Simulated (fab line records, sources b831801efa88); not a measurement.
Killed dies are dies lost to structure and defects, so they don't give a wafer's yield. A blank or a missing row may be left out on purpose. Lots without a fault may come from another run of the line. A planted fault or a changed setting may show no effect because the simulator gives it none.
fab line records | flow gf180mcu
record lots=6 wafers=18 last_day=34
route steps=602 shown POLY_GATE@168 HV_LDD@176
lots that met no fault: from a run of the same line without faults
start_h: hours from the record's first day to the start of the lot's first wafer shown | wait_h: hours since the lot's step before | " the same as in the row above | L1.1+2: a row that stands for several wafers | - no value, or no start given | * or withheld: withheld | < > ~ a bound
route shown NAME@n: a module of which the file shows steps, and the number in the route of the first | usual: mean/standard deviation of fault-free wafers | same: alike in all rows | chamber/n: place in a boat | sites: the reading at each site | _std_site: their standard deviation | _edge_site: outer sites' mean less inner sites' | radius_mm: how far each site lies from the wafer's centre | mask NAME#n: copy n | behind: the tool/chamber that last shaped the wafer | hold: why the lot was held/for how many hours/how that ended | device: the transistor (n, p or np) that didn't switch | end of line: the same wafers' tests at the end of the route | a step without rows: its recipe alone | killed: dies lost to structure and defects at the first sort, not the wafer's yield | map: a wafer's dies, x killed, . not, _ none there
set.NAME: the setting as run; set.NAME@STEP: as run at that earlier step | model.NAME: the simulator's own value behind a step, which no gauge read
lots at some steps of the route; a table a step, a row a wafer
services: from which hour (start_h, from the record's first day; less than 0 if before it) a tool's chamber was out of use, for how many hours, and why
## steps
# step GF_POLY_GATE_OVL_MEAS_11
# usual POLY_GATE_OVL=4/5.9
# columns lot.wafer tool chamber start_h wait_h POLY_GATE_OVL[nm]
L634.1 overlay-01 - 231.70 0.1 7
L634.3 " - " " 9
L634.6 " - " " 10
L638.2 overlay-01 - 249.76 0.1 13
L638.3 " - " " 6
L638.6 " - " " 7
L642.1 overlay-02 - 279.07 0.1 16
L642.3 " - " " 8
L642.4 " - " " 4
L643.1 overlay-02 - 290.35 0.1 10
L643.4 " - " " 9
L643.6 " - " " 5
L648.2 overlay-02 - 328.38 0.1 2
L648.3 " - " " 2
L648.4 " - " " 2
L651.3 overlay-01 - 344.71 0.1 1
L651.5 " - " " 7
L651.6 " - " " 3
# step GF_POLY_GATE_ETCH_12
# recipe chemistry=N2/H2 target_depth_a=withheld overetch_a=withheld time_s=withheld target=BARC ion_energy_ev=200 source_w=500 bias_w=100 pressure_mtorr=30 n2_flow_sccm=100 h2_flow_sccm=200
# usual drypump_motor_current_A=5.7/0.58 oes_product_au=0.736/0.0046 rf_fwd_power_W=495.8/1.6 throttle_valve_pct=13.213/0.0085
# columns lot.wafer tool chamber start_h wait_h drypump_motor_current_A oes_product_au rf_fwd_power_W throttle_valve_pct
L634.1 rie_diel-03 0 231.74 0.0 5.7 0.741 494.8 13.207
L634.3 " 2 " " 6.5 0.745 493.6 13.224
L634.6 " 2 " " 6.5 0.735 494.0 13.200
L638.2 rie_diel-03 2 249.79 0.0 6.4 0.740 495.7 13.220
L638.3 " 3 " " 6.2 0.726 495.9 13.221
L638.6 " 1 " " 6.5 0.743 496.6 13.227
L642.1 rie_diel-04 3 279.11 0.0 4.8 0.736 496.5 13.204
L642.3 " 0 " " 5.2 0.730 496.9 13.206
L642.4 " 2 " " 5.2 0.739 494.1 13.214
L643.1 rie_diel-02 1 290.39 0.0 6.1 0.739 499.4 13.226
L643.4 " 0 " " 5.3 0.738 496.5 13.211
L643.6 " 0 " " 5.3 0.730 495.3 13.215
L648.2 rie_diel-04 1 328.41 0.0 5.4 0.735 493.7 13.203
L648.3 " 0 " " 5.2 0.731 497.6 13.210
L648.4 " 2 " " 5.2 0.741 495.7 13.218
L651.3 rie_diel-03 1 344.74 0.0 6.6 0.735 497.3 13.230
L651.5 " 3 " " 6.1 0.737 497.5 13.238
L651.6 " 2 " " 6.5 0.733 493.9 13.205
# step GF_POLY_GATE_ETCH_13
# recipe target=poly-Si target_depth_nm=198.5 stop_on=SiO2 over_etch_frac=0.403 chemistry=HBr/Cl2 icp_w=400 bias_w=100 pressure_mtorr=10 HBr_flow_sccm=150 Cl2_flow_sccm=50 time_s=69.6
# usual drypump_motor_current_A=5.6/0.46 oes_product_au=0.994/0.0084 rf_fwd_power_W=396.6/1.4 throttle_valve_pct=33.684/0.0097
# same over_etch_frac=0.403
# columns lot.wafer tool chamber start_h wait_h drypump_motor_current_A oes_product_au rf_fwd_power_W rf_hours_counter_h throttle_valve_pct
L634.1 rie_si-02 0 231.79 - 5.3 0.993 396.1 2 33.681
L634.3 " 2 " " 6.0 0.994 395.3 1 33.683
L634.6 " 0 " " 5.2 1.000 395.2 - 33.701
L638.2 rie_si-01 2 249.84 - 5.2 0.997 397.7 98 33.691
L638.3 " 0 " " 5.8 0.988 396.0 60 33.670
L638.6 " 1 " " 5.2 0.992 392.9 - 33.676
L642.1 rie_si-01 2 279.16 - 5.2 1.003 398.4 98 33.696
L642.3 " 1 " " 5.2 1.013 395.1 1 33.679
L642.4 " 0 " " 5.9 1.008 395.8 61 33.679
L643.1 rie_si-02 2 290.44 - 6.0 1.005 396.4 1 33.695
L643.4 " 1 " " 5.7 0.999 398.2 6 33.677
L643.6 " 0 " " 5.3 0.998 397.0 - 33.679
L648.2 rie_si-02 2 328.46 - 6.0 1.002 396.2 1 33.697
L648.3 " 3 " " 6.6 0.996 398.3 43 33.690
L648.4 " 0 " " 5.3 1.001 397.0 3 33.696
L651.3 rie_si-02 0 344.79 - 5.3 0.977 396.6 3 33.698
L651.5 " 2 " " 5.9 0.980 396.2 - 33.674
L651.6 " 3 " " 6.5 0.990 397.2 - 33.670
# step GF_POLY_GATE_STRIP_14
# recipe chemistry=O2/N2 power_w=1400 pressure_mtorr=1500 platen_temp_c=250 o2_flow_sccm=3000 n2_flow_sccm=300 overash_fraction=0.5
# usual drypump_motor_current_A=5.7/0.54 heater_power_w=303/20 oes_product_au=0.505/0.0049
# columns lot.wafer tool chamber start_h wait_h drypump_motor_current_A heater_power_w oes_product_au rf_hours_counter_h
L634.1 plasma_asher-03 0 231.84 0.0 5.1 301 0.502 58
L634.3 " 0 " " 5.1 299 0.515 -
L634.6 " 1 " " 6.2 325 0.502 -
L638.2 plasma_asher-03 1 249.89 0.0 6.2 332 0.500 60
L638.3 " 1 " " 6.3 334 0.503 -
L638.6 " 1 " " 6.2 329 0.500 -
L642.1 plasma_asher-02 0 279.22 0.0 6.4 316 0.506 47
L642.3 " 1 " " 6.1 273 0.497 -
L642.4 " 0 " " 6.4 322 0.508 -
L643.1 plasma_asher-02 1 290.49 0.0 6.2 276 0.506 48
L643.4 " 1 " " 6.2 269 0.503 -
L643.6 " 0 " " 6.4 314 0.502 -
L648.2 plasma_asher-01 0 328.52 0.0 5.2 315 0.503 21
L648.3 " 1 " " 5.3 286 0.499 -
L648.4 " 0 " " 5.2 318 0.503 -
L651.3 plasma_asher-01 0 344.88 0.1 5.2 317 0.501 -
L651.5 " 0 " " 5.2 313 0.506 -
L651.6 " 1 " " 5.2 276 0.502 -
# step GF_POLY_GATE_CLEAN_15
# recipe chemistry=SC1/SC2 mix=1:4:20 temp_c=70 time_s=150 dry=n2_spin
# step GF_POLY_GATE_OXIDATION_16
# recipe temp_c=850 ambient=O2 stabilise_s=600 purge_s=300 target_thk_a=40 ox_time_s=899
# step GF_POLY_GATE_THK_MEAS_17
# recipe reads=SiO2_of_POLY_GATE_OXIDATION_16
# usual POLY_GATE_OXIDATION_THK=4.00/0.076
# columns lot.wafer tool chamber start_h wait_h POLY_GATE_OXIDATION_THK[nm]
L634.1 film_metro-03 - 233.24 0.0 3.96
L634.3 " - " " 3.88
L634.6 " - " " 3.88
L638.2 film_metro-03 - 251.30 0.0 4.05
L638.3 " - " " 4.02
L638.6 " - " " 3.96
L642.1 film_metro-02 - 281.22 0.0 4.02
L642.3 " - " " 3.97
L642.4 " - " " 4.08
L643.1 film_metro-02 - 291.89 0.0 4.03
L643.4 " - " " 3.99
L643.6 " - " " 4.08
L648.2 film_metro-03 - 329.93 0.0 3.95
L648.3 " - " " 3.96
L648.4 " - " " 3.95
L651.3 film_metro-03 - 346.26 0.0 3.89
L651.5 " - " " 3.94
L651.6 " - " " 3.86
# step GF_POLY_GATE_CD_MEAS_18
# usual cd_nm=279.3/1.7
# columns lot.wafer tool chamber start_h wait_h cd_nm
L634.1 cd_sem-01 - 233.30 0.1 279.4
L634.3 " - " " 278.9
L634.6 " - " " 278.2
L638.2 cd_sem-02 - 251.38 0.1 279.9
L638.3 " - " " 280.7
L638.6 " - " " 279.7
L642.1 cd_sem-02 - 281.28 0.1 281.2
L642.3 " - " " 280.1
L642.4 " - " " 280.9
L643.1 cd_sem-01 - 291.95 0.1 279.3
L643.4 " - " " 280.0
L643.6 " - " " 281.3
L648.2 cd_sem-02 - 330.00 0.1 277.5
L648.3 " - " " 277.3
L648.4 " - " " 277.1
L651.3 cd_sem-02 - 346.36 0.1 277.2
L651.5 " - " " 277.8
L651.6 " - " " 275.3
# step GF_HV_LDD_DEHYDRATE_00
# recipe temp_c=200 time_s=60
# step GF_HV_LDD_HMDS_01
# recipe prime_time_s=60 prime_temp_c=120
# step GF_HV_LDD_COAT_02
# recipe resist=NOVOLAK spin_rpm=3000 resist_thk_nm=1000
# step GF_HV_LDD_SOFTBAKE_03
# recipe temp_c=90 time_s=60 resist=NOVOLAK
# step GF_HV_LDD_EXPOSE_04
# recipe mask_id=Nplus_LV_AREA target_cd_nm=400 na=0.6 source_shape=conventional sigma_outer=0.6 dose_mj=140
# usual exposure_dose_mJ_cm2=139.97/0.14 focus_offset_nm=0.0/0.55
# columns lot.wafer tool chamber start_h wait_h mask exposure_dose_mJ_cm2 focus_offset_nm
L634.1 iline_stepper-02 0 242.86 - Nplus_LV_AREA#0 140.02 0.8
L634.3 " 0 " " Nplus_LV_AREA#0 139.94 -0.9
L634.6 " 0 " " Nplus_LV_AREA#0 139.83 0.3
L638.2 iline_stepper-01 0 261.05 - Nplus_LV_AREA#0 139.89 -0.2
L638.3 " 0 " " Nplus_LV_AREA#0 139.86 0.6
L638.6 " 0 " " Nplus_LV_AREA#0 139.97 -0.5
L642.1 iline_stepper-01 - 291.31 - Nplus_LV_AREA#0 - -
L642.3 " - " " Nplus_LV_AREA#0 - -
L642.4 " - " " Nplus_LV_AREA#0 - -
L643.1 iline_stepper-02 - 302.35 - Nplus_LV_AREA#0 - -
L643.4 " - " " Nplus_LV_AREA#0 - -
L643.6 " - " " Nplus_LV_AREA#0 - -
L648.2 iline_stepper-02 0 341.10 - Nplus_LV_AREA#0 140.23 -0.2
L648.3 " 0 " " Nplus_LV_AREA#0 139.97 -0.1
L648.4 " 0 " " Nplus_LV_AREA#0 139.98 0.8
L651.3 iline_stepper-02 0 357.35 - Nplus_LV_AREA#0 139.88 0.0
L651.5 " 0 " " Nplus_LV_AREA#0 139.72 0.0
L651.6 " 0 " " Nplus_LV_AREA#0 139.97 0.1
# step GF_HV_LDD_PEB_05
# recipe temp_c=withheld time_s=* resist=NOVOLAK
## services
# columns tool chamber start_h hours kind
iline_stepper-02 - 217.13 1.7 pm
rie_diel-02 2 222.19 17.2 repair
rie_diel-03 0 232.38 - clean
rie_diel-03 0 232.38 31.3 scheduled_down
rie_diel-03 0 232.38 31.3 vent_cycle
iline_stepper-02 0 241.84 - calibration
rie_diel-02 - 262.26 3.6 repair
plasma_asher-01 - 290.04 1.3 repair
plasma_asher-03 - 303.28 0.4 repair
rie_diel-02 3 303.63 1.2 repair
rie_diel-04 1 307.67 10.1 repair
iline_stepper-01 - 310.82 0.8 repair
iline_stepper-01 - 315.94 1.7 pm
iline_stepper-02 - 317.60 4.4 pm
rie_diel-02 - 327.05 2.8 pm
rie_si-01 2 328.55 4.4 repair
rie_si-01 2 332.91 - clean
rie_si-01 2 332.91 24.0 scheduled_down
rie_si-01 2 332.91 24.0 vent_cycle
iline_stepper-01 - 340.81 2.4 repair
rie_diel-03 - 348.63 2.8 pm
## key
first_sign step=GF_HV_LDD_EXPOSE_04 reading=tool_record direction=missing
effect none on later readings
met_at GF_HV_LDD_EXPOSE_04
struck_wafers L642.1,L642.3,L642.4,L643.1,L643.4,L643.6
later_rows_left_out L642.1,L642.3,L642.4,L643.1,L643.4,L643.6
sort_left_out L642.1,L642.3,L642.4,L643.1,L643.4,L643.6
tester_left_out L642,L643
onset_between 261.05 291.31
fault kind=skipped_step_whole tool=iline_stepper-01,iline_stepper-02 chamber=- onset_h=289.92 steps=GF_HV_LDD_EXPOSE_04 scope=struck_lots_only
# tester_left_out: of these lots the tester's yield and bins aren't shown, on N5 and GAA mostly nor the transistor test; their killed dies are dies lost to structure and defects alone, not to doping, threshold or leakage, so they don't give the yield
# sort_left_out: the simulated sort isn't trusted on such a fault, so these wafers' sort isn't shown, and their yield isn't known
# later_rows_left_out: the simulator's readings of these wafers behind a module that went badly wrong aren't trusted and aren't shown, but for the sort
